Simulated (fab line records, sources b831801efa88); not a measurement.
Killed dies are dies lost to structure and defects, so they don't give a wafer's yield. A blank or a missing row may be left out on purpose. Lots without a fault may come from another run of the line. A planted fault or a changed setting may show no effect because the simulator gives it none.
A struck lot beside a sound one | flow sky130 | 32 steps out of a route of 708
Sound: wafers L429.4, L429.5, L429.6. Struck: wafers L440.1, L440.4. (L440.2 of the same lot was not struck and is left out.) The cause comes at the end.
At each step with rows: each side's tool, then ch and its chambers, then its first start. Under that, the readings that differ: sound wafers | struck wafers | difference of the means | sigmas: that difference in standard deviations of wafers without a fault.
alike: readings whose means differ by less than 2 such deviations, and words and numbers that are the same on both sides. not compared: withheld readings, readings that some wafer has no value for, bounds like >300 that may hide the same value, and numbers for which the record gives no deviation and whose values overlap.
The two part at a step that has a row with sigmas, a row that says differs or no value, or rows on one side only. Numbers that don't overlap but have no deviation are shown without sigmas and don't part them. A reading that every wafer of one side lacks parts them only if that side has two wafers or more.

first, 5 steps without rows for these wafers: SKY_CONTACT_STRIP_20 (strips in post etch residue remover, time 1200 s); SKY_CONTACT_CLEAN_21 (cleans in IPA, time 180 s); SKY_CONTACT_CLEAN_22 (cleans in O3/DIW); SKY_CONTACT_SPUTTER_23 (material TiN, target thk 20 nm, time 80 s); SKY_CONTACT_CVD_24 (deposits W, target thk 340 nm, time 102.12 s).
SKY_CONTACT_RS_MEAS_25: measures by four-point-probe.
  sound on film_metro-03, day 34 15:55; struck on film_metro-01, day 38 02:13
  alike: CONTACT_W_RS
SKY_CONTACT_THK_MEAS_26: measures by xrf.
  sound on film_metro-03, day 34 16:01; struck on film_metro-01, day 38 02:20
  alike: CONTACT_W_THK
SKY_CONTACT_CMP_27: polishes, stops on SiO2, t overpolish 15 s, target thk 0 nm.
  sound on cmp-01 ch 0,2,3, day 34 16:08; struck on cmp-01 ch 0,1, day 38 02:27
  alike: motor_current_A, overpolish_run_s, time_to_endpoint_s
SKY_METAL1_SPUTTER_00: material Ti, target thk 15 nm, time 10 s.
  sound on pvd_sputter-04, day 34 16:20; struck on pvd_sputter-02, day 38 02:42
  alike: throttle_valve_pct
then, 3 steps without rows for these wafers: SKY_METAL1_SPUTTER_01 (material TiN, target thk 20 nm, time 16.7 s); SKY_METAL1_SPUTTER_02 (material AlCu, target thk 250 nm, time 13.3 s); SKY_METAL1_SPUTTER_03 (material Ti, target thk 5 nm, time 3.3 s).
SKY_METAL1_SPUTTER_04: material TiN, target thk 70 nm, time 58.3 s.
  sound on pvd_sputter-04, day 34 16:26; struck on pvd_sputter-02, day 38 02:47
  reading                                    | sound           | struck      | difference | sigmas
  model.TiN_of_METAL1_SPUTTER_04.thk_nm (nm) | 70.2 69.6 67.78 | 114.7 115.2 | +45.8      |
  alike: throttle_valve_pct
SKY_METAL1_RS_MEAS_05: measures by four-point-probe.
  sound on film_metro-03, day 34 16:32; struck on film_metro-03, day 38 02:50
  alike: METAL1_ALCU_RS
SKY_METAL1_THK_MEAS_06: measures by xrf.
  sound on film_metro-03, day 34 16:38; struck on film_metro-03, day 38 02:58
  reading              | sound       | struck  | difference | sigmas
  METAL1_ALCU_THK (nm) | 260 252 256 | 227 229 | -28        | -8
then, 8 steps without rows for these wafers: SKY_METAL1_DEHYDRATE_07 (time 60 s); SKY_METAL1_HMDS_08 (prime time 60 s); SKY_METAL1_COAT_09 (resist thk 60 nm); SKY_METAL1_COAT_10 (resist thk 450 nm); SKY_METAL1_SOFTBAKE_11 (time 90 s); SKY_METAL1_EXPOSE_12 (exposes mask MM1, target cd 140 nm); SKY_METAL1_PEB_13; SKY_METAL1_DEVELOP_14 (develop time 60 s).
SKY_METAL1_CD_MEAS_15: target cd 140 nm.
  sound on cd_sem-02, day 35 19:48; struck on cd_sem-01, day 39 04:26
  alike: cd_nm
SKY_METAL1_OVL_MEAS_16:
  sound on overlay-02, day 35 19:53; struck on overlay-02, day 39 04:34
  alike: METAL1_OVL
SKY_METAL1_DESCUM_17: chemistry O2, time 8 s.
  sound on rie_metal-01 ch 0,1, day 35 19:55; struck on rie_metal-02 ch 0,1, day 39 04:36
  alike: drypump_motor_current_A, oes_product_au
  not compared: rf_hours_counter_h
SKY_METAL1_ETCH_18: etches BARC in N2/H2, stops on SiO2, time 45.9 s, target depth 60 nm.
  sound on rie_metal-01 ch 0,1, day 35 19:57; struck on rie_metal-02 ch 0,1, day 39 04:38
  alike: drypump_motor_current_A, n2_flow_sccm, oes_product_au, throttle_valve_pct
  not compared: rf_hours_counter_h
SKY_METAL1_METAL_ETCH_19: etches the open film in Cl2/BCl3, stops on SiO2, target depth 360 nm, time 78 s.
  sound on rie_metal-01 ch 0,1, day 35 20:01; struck on rie_metal-02 ch 0,1, day 39 04:41
  reading               | sound             | struck      | difference | sigmas
  bcl3_flow_sccm (sccm) | 29.84 29.91 29.89 | 30.11 30.01 | +0.18      | +2
  alike: drypump_motor_current_A, oes_product_au, throttle_valve_pct
  not compared: rf_hours_counter_h
then, 1 step without rows for these wafers: SKY_METAL1_STRIP_20 (strips in O2/N2).
SKY_METAL1_STRIP_21: strips in post etch residue remover, time 1200 s.
  sound on wet_bench-04 ch 1, day 35 20:11; struck on wet_bench-01 ch 3, day 39 04:53
  reading                                    | sound             | struck      | difference | sigmas
  model.TiN_of_METAL1_SPUTTER_04.thk_nm (nm) | 69.79 69.19 67.37 | 114.3 114.8 | +45.8      |
  alike: bath_heat_duty_pct
then, 1 step without rows for these wafers: SKY_METAL1_CLEAN_22 (cleans in IPA, time 180 s).
-- the record jumps here: 12 days lie between the struck wafers' starts before and after (it left off in module METAL1 and takes up again in module PAD_OPEN, whose first step shown is number 708 of the route) --
SKY_PAD_OPEN_PROBE_99:
  sound on prober-01, day 48 10:59; struck on prober-01, day 50 19:10
  reading                       | sound             | struck      | difference | sigmas
  model.etest.via1_chain.rc_ohm | 15.91 15.54 15.85 | 17.89 17.41 | +1.88      |
  alike: defect_limited_yield, killed_at_M0_to_M3, killed_at_M4_up, killed_at_contacts, killed_at_front_end, killed_at_other, killed_dies, killed_open, killed_short, sort_bin_3_pad_short, sort_bin_5_function, sort_bin_6_memory, sort_n_pass, sort_yield_pct

WHERE THEY PART
First at SKY_METAL1_THK_MEAS_06; last, within this record, at SKY_METAL1_METAL_ETCH_19. Later steps at which nothing parts them and some readings are alike: SKY_METAL1_STRIP_21, SKY_PAD_OPEN_PROBE_99.

WHY: what the simulator had put in
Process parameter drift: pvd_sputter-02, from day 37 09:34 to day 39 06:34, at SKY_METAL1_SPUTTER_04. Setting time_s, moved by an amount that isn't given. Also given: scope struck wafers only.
